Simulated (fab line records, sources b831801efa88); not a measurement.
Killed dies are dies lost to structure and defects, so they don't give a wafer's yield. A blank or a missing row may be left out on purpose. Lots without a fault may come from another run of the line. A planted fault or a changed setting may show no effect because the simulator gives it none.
One fault seen from 2 desks | flow sky130 | each desk has only its own numbers; what lay behind them comes last

THE TOOL OWNER'S DESK: furnace-02
The tool's own readings at SKY_NWELL_OXIDATION_01 (stabilise 600 s, purge 300 s, target thk 10 nm): means of the sampled wafers that have a number, for each lot that ran on this tool. A lot is out of limits, marked OUT, if its mean lies more than 4 standard deviations from the usual mean; the brackets give that distance. Of its 8 readings 7 are shown: the one that was out of limits first, and those that lie furthest out on some lot.
Columns: A = spike_tc_bottom_C at SKY_NWELL_OXIDATION_01, usual 918.9 C; B = spike_tc_centre_C at SKY_NWELL_OXIDATION_01, usual 902.0 C; C = spike_tc_lower_C at SKY_NWELL_OXIDATION_01, usual 899.9 C; D = spike_tc_top_C at SKY_NWELL_OXIDATION_01, usual 909.5 C; E = spike_tc_upper_C at SKY_NWELL_OXIDATION_01, usual 901.5 C; F = tube_center_temp_C at SKY_NWELL_OXIDATION_01, usual 899.99 C; G = tube_center_temp_C_max at SKY_NWELL_OXIDATION_01, usual 902.3
lot  | first seen here | A               | B               | C               | D                | E               | F                        | G
L652 | day 2 23:50     | 918.9           | 902.2           | 900.6           | 912.8            | 902.5           | 899.94                   | 902.2
L663 | day 4 19:41     | 938.0 (+20) OUT | 921.0 (+20) OUT | 919.3 (+20) OUT | 930.3 (+8.3) OUT | 922.2 (+12) OUT | 918.80 (+99 or more) OUT | 921.0 (+51) OUT
L664 | day 5 02:44     | 937.8 (+20) OUT | 920.9 (+19) OUT | 918.6 (+19) OUT | 930.2 (+8.3) OUT | 921.8 (+12) OUT | 918.74 (+99 or more) OUT | 921.1 (+51) OUT
This desk's finding: out of limits on L663, L664; first on L663, day 4 19:41 (spike_tc_bottom_C at SKY_NWELL_OXIDATION_01). In limits: L652.

THE METROLOGY DESK
What the gauges read, lot by lot, whatever tool the lot ran on: means of the sampled wafers that have a number. A lot is out of limits, marked OUT, if its mean lies more than 4 standard deviations from the usual mean; the brackets give that distance.
Columns: A = NWELL_OXIDATION_THK at SKY_NWELL_THK_MEAS_02, usual 9.97 nm; B = NWELL_RS at SKY_NWELL_RS_MEAS_29, usual 624.9 ohm/sq; C = PWDE_RS at SKY_NWELL_RS_MEAS_31, usual 5278 ohm/sq; D = cd_nm at SKY_VT_ADJUST_HVTP_CD_MEAS_07, usual 379.2 nm
lot  | first seen here | A                | B     | C    | D
L652 | day 3 01:13     | 10.06            | 623.0 | 5260 | 382.0
L663 | day 4 21:05     | 12.30 (+10) OUT  | 626.5 | 5293 | 373.5
L664 | day 5 04:08     | 12.10 (+9.2) OUT | 625.9 | 5254 | 378.4
L665 | day 5 08:00     | 10.25            | 626.3 | 5287 | 377.9
L667 | day 6 04:48     | 10.06            | 622.0 | 5264 | 375.7
L670 | day 6 13:13     | 10.11            | 625.8 | 5271 | 378.4
L672 | day 6 20:46     | 10.34            | 623.6 | 5276 | 377.2
L675 | day 7 20:42     | 10.11            | 622.8 | 5281 | 377.9
This desk's finding: out of limits on L663, L664; first on L663, day 4 21:05 (NWELL_OXIDATION_THK at SKY_NWELL_THK_MEAS_02). In limits: L652, L665, L667, L670, L672, L675.

PUT TOGETHER
The tool owner's desk could have raised an alarm at day 4 19:41, on L663, L664.
The metrology desk could have raised an alarm at day 4 21:05, on L663, L664.
Of the lots named, all ran SKY_NWELL_OXIDATION_01 on furnace-02.

WHAT THE SIMULATOR HAD PUT IN
Process parameter drift: furnace-02, from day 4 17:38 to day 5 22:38, at SKY_NWELL_OXIDATION_01. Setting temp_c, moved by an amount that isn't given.
Lots struck among those shown: L663, L664.
Hours from the fault's start to each desk's first reading out of limits: the tool owner's desk, 2; the metrology desk, 3.
